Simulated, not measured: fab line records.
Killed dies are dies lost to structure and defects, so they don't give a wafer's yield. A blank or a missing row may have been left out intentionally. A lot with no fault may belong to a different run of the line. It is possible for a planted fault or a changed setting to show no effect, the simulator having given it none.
Struck lot and sound lot, side by side + flow sky130 + 15 steps out of a route of 708
Sound: wafers L321.2, L321.4, L321.5. Wafers struck: L326.1, L326.3, L326.6. The cause comes at the end.
Order at every step that has rows: each side's tool, ch and its chambers, its first start. Under that, the readings that differ: sound wafers + struck wafers + difference of the means + sigmas: that difference in standard deviations of wafers without a fault.
alike: same words and numbers on both sides, and readings whose means sit less than 2 such deviations apart. not compared: any withheld reading, any reading some wafer has no value for, any bound like >300 that may hide the same value, and any number with overlapping values for which the record gives no deviation.
A row with sigmas, a row that says differs or no value, or rows on one side alone: a step with any of these is where the two part. When numbers do not overlap yet have no deviation, they are printed without sigmas and do not part them. A reading missing from all wafers of one side parts the sides only when that side holds two or more wafers.

SKY_LDD_HVP_TW_MEAS_10:
  sound on filmMetro-04, day 22 12:04; struck on filmMetro-04, day 26 11:16
  alike: LDD_HVP_TW
then, 7 steps without rows for these wafers: SKY_LDD_LDN_DEHYDRATE_00 (time 60 s); SKY_LDD_LDN_HMDS_01 (prime time 60 s); SKY_LDD_LDN_COAT_02 (resist thk 1140 nm); SKY_LDD_LDN_SOFTBAKE_03 (time 60 s); SKY_LDD_LDN_EXPOSE_04 (exposes mask LDNTM, target cd 700 nm); SKY_LDD_LDN_PEB_05; SKY_LDD_LDN_DEVELOP_06 (develop time 60 s).
SKY_LDD_LDN_OVL_MEAS_07:
  sound on overlay-02, day 23 17:50; struck on overlay-01, day 27 15:58
  alike: LDD_LDN_OVL
then, 3 steps without rows for these wafers: SKY_LDD_LDN_IMPLANT_08; SKY_LDD_LDN_IMPLANT_09; SKY_LDD_LDN_IMPLANT_10.
SKY_LDD_LDN_IMPLANT_11:
  sound on implanter-01 ch 0, day 23 18:20; struck on implanter-02 ch 0, day 27 16:26
| reading                  | sound                | struck               | difference | sigmas      |
|--------------------------|----------------------|----------------------|------------|-------------|
| beamEnergyKeV            | 15.005 14.992 14.997 | 15.710 15.703 15.706 | +0.708     | +99 or more |
| model.implant.rpNm (nm)  | 13.4 13.4 13.4       | 13.35 13.35 13.35    | -0.05      |             |
| model.implant.drpNm (nm) | 5.933 5.933 5.933    | 6.117 6.117 6.117    | +0.184     |             |
SKY_LDD_LDN_STRIP_12: strips in O2/N2.
  sound on plasmaAsher-01 ch 0,1, day 23 18:28; struck on plasmaAsher-02 ch 0,1, day 27 16:35
  alike: drypumpMotorCurrentA, o2FlowSccm, oesProductAu, stripTimeToEndpointS
  not compared: rfHoursCounterH
-- the record jumps here: 22 days lie between the struck wafers' starts before and after (it left off in module LDD_LDN and takes up again in module PAD_OPEN, whose first step shown is number 708 of the route) --
SKY_PAD_OPEN_PROBE_99:
  sound on prober-01, day 46 16:57; struck on prober-01, day 49 05:12
  alike: killed_at_M0_to_M3, killed_at_M4_up, killedAtContacts, killedAtFrontEnd, killedAtOther, killedDies, killedOpen, killedShort

WHERE THEY PART
Within this record, at SKY_LDD_LDN_IMPLANT_11 only. Later steps at which nothing parts them and some readings are alike: SKY_LDD_LDN_STRIP_12, SKY_PAD_OPEN_PROBE_99.

WHY: what the simulator had put in
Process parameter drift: implanter-02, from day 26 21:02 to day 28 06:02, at SKY_LDD_LDN_IMPLANT_11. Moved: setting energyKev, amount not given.
